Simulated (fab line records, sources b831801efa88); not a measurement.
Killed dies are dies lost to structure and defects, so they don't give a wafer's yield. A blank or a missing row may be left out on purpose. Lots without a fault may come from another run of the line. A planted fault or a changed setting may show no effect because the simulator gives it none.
Problem report in the 8D (eight disciplines) form, filled by code | flow sky130 | the parts of the form that need people (team, actions taken, sign-off) are left out

1. THE PROBLEM
oes_product_au at SKY_METAL3_METAL_ETCH_18 reads a mean of 0.827 a.u. on 6 wafers of 2 lots; wafers without a fault read 0.866 a.u. with a standard deviation of 0.006. That is -6.5 standard deviations from the usual mean.
The step: etches the open film in Cl2/BCl3, stops on SiO2, target depth 845 nm, time 183.1 s.
First seen on wafer L676.1, day 40 14:53, on rie_metal-03. The record holds 42 wafers of 14 lots with a number at this step. Rule for "out", or "out of limits": more than 4 standard deviations from the usual mean. The other wafers with a number count as sound.

2. WHAT IT IS AND WHAT IT IS NOT
question                    | is                     | is not
which readings at this step | oes_product_au         | drypump_motor_current_A, throttle_valve_pct
which lots                  | L676, L677             | L669, L671, L673, L674, L678, L680, L682, L686, L688, L689, L690, L692
which wafers of those lots  | all that have a number | -
read on which tools         | rie_metal-03           | rie_metal-01, rie_metal-04
when                        | from day 40 14:53      | up to then (12 sound wafers); but 24 sound wafers of L678, L680, L682, L686, L688, L689, L690, L692 came after

3. SUSPECTS, AND WHAT RULES EACH OUT
Counting: a tool at a process step up to the reading stays a suspect if it ran every lot that is out and no sound lot after the first of them.
- cmp-02 at SKY_VIA2_CMP_24 (polishes, stops on SiO2, t overpolish 20 s, target thk 0 nm): ruled out as a lasting fault. Sound lots L678, L686, L692 ran on it after its first lot that is out, L676 (day 38 13:06).
- pvd_sputter-04 at SKY_METAL3_SPUTTER_04 (material TiN, target thk 70 nm, time 58.3 s): ruled out as a lasting fault. Sound lots L678, L680, L689, L690, L692 ran on it after its first lot that is out, L676 (day 38 13:27).
- rie_metal-03 at SKY_METAL3_METAL_ETCH_18 (etches the open film in Cl2/BCl3, stops on SiO2, target depth 845 nm, time 183.1 s): ruled out as a lasting fault. Sound lots L680, L688 ran on it after its first lot that is out, L676 (day 40 14:53).
Left after counting: nothing in the record.

4. THE CAUSE (what the simulator had put in)
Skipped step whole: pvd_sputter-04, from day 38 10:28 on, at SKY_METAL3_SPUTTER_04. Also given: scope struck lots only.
Counting ruled it out, wrongly: the rule takes a fault to strike every lot that its tool runs from its start on, and this one did not.

5. THE CHAIN OF EFFECTS, in route order
Each row: a reading whose mean over the struck wafers that have a number lies more than 3 standard deviations from the usual. Only readings for which the record gives a usual standard deviation are gone through. hours: the time from each lot's start at the first step in this table that gives one to its start at this step, as a median over the lots. sigmas: the change in usual standard deviations.
hours | step                     | reading        | usual      | on struck wafers | change | sigmas
0     | SKY_METAL3_METAL_ETCH_18 | oes_product_au | 0.866 a.u. | 0.827            | -0.039 | -6.5
The process steps in it:
- SKY_METAL3_METAL_ETCH_18: etches the open film in Cl2/BCl3, stops on SiO2, target depth 845 nm, time 183.1 s.
Readings that are blank on the struck wafers while sound wafers have them: cathode_dc_power_W at SKY_METAL3_SPUTTER_04; chamber_pressure_pa at SKY_METAL3_SPUTTER_04; throttle_valve_pct at SKY_METAL3_SPUTTER_04.

6. WHAT WOULD HAVE CAUGHT IT SOONER
In this record the first reading out of limits was taken at day 40 14:53, 52 hours after the fault began at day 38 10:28.
At SKY_METAL3_SPUTTER_04 the tool's readings are blank on the struck wafers, where sound wafers have them: an empty tool record is the first sign, and it was there at once.
